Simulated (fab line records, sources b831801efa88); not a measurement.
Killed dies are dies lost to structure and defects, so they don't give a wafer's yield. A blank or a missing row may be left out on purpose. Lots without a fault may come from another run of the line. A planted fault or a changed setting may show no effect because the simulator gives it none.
Problem report in the 8D (eight disciplines) form, filled by code | flow gf180mcu | the parts of the form that need people (team, actions taken, sign-off) are left out

1. THE PROBLEM
NSD_RS at GF_PSD_RS_MEAS_14 reads a mean of 42.63 ohm/sq on 6 wafers of 2 lots; wafers without a fault read 46.10 ohm/sq with a standard deviation of 0.083. That is -42 standard deviations from the usual mean.
The step: measures by four-point-probe.
First seen on wafer L322.1, day 18 15:20, on film_metro-03. The record holds 36 wafers of 12 lots with a number at this step. Rule for "out", or "out of limits": more than 4 standard deviations from the usual mean. The other wafers with a number count as sound.

2. WHAT IT IS AND WHAT IT IS NOT
question                    | is                           | is not
which readings at this step | NSD_RS                       | -
which lots                  | L322, L324                   | L310, L311, L312, L313, L314, L315, L316, L328, L329, L333
which wafers of those lots  | all that have a number       | -
read on which gauges        | film_metro-01, film_metro-03 | film_metro-02
when                        | from day 18 15:20            | up to then (21 sound wafers); but 9 sound wafers of L328, L329, L333 came after

3. SUSPECTS, AND WHAT RULES EACH OUT
Counting: a tool at a process step up to the reading stays a suspect if it ran every lot that is out and no sound lot after the first of them.
- the gauge at GF_PSD_RS_MEAS_14: ruled out. The wafers that are out were read on 2 gauges (film_metro-01, film_metro-03).
- rtp_anneal-01 at GF_PSD_RTA_13 (time 20 s): kept. It ran every lot that is out, first L322 (day 18 15:15), and no sound lot after that; its last sound lot up to then is L316 (day 16 09:56).
Left after counting: rtp_anneal-01 at GF_PSD_RTA_13.

4. THE CAUSE (what the simulator had put in)
Process parameter drift: rtp_anneal-01, from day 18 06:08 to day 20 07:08, at GF_PSD_RTA_13. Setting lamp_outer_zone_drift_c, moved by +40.
Counting left only this tool.

5. THE CHAIN OF EFFECTS, in route order
Each row: a reading whose mean over the struck wafers that have a number lies more than 3 standard deviations from the usual. Only readings for which the record gives a usual standard deviation are gone through. hours: the time from each lot's start at the first step in this table that gives one to its start at this step, as a median over the lots. sigmas: the change in usual standard deviations.
hours | step              | reading | usual         | on struck wafers | change | sigmas
0     | GF_PSD_RS_MEAS_14 | NSD_RS  | 46.10 ohm/sq  | 42.63            | -3.47  | -42
0     | GF_PSD_RS_MEAS_15 | PSD_RS  | 108.53 ohm/sq | 98.71            | -9.82  | -34

6. WHAT WOULD HAVE CAUGHT IT SOONER
In this record the first reading out of limits at a measuring or inspecting step was taken at day 18 15:20, 9 hours after the fault began at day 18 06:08.
Of the tool readings at GF_PSD_RTA_13 for which the record gives a usual standard deviation, none was out on any struck wafer, so an alarm limit of 4 standard deviations on them would not have fired.
Of the lots that are out (2), L324 began GF_PSD_RTA_13 on rtp_anneal-01 after day 18 15:20. A hold on the tool at that time would have spared it.
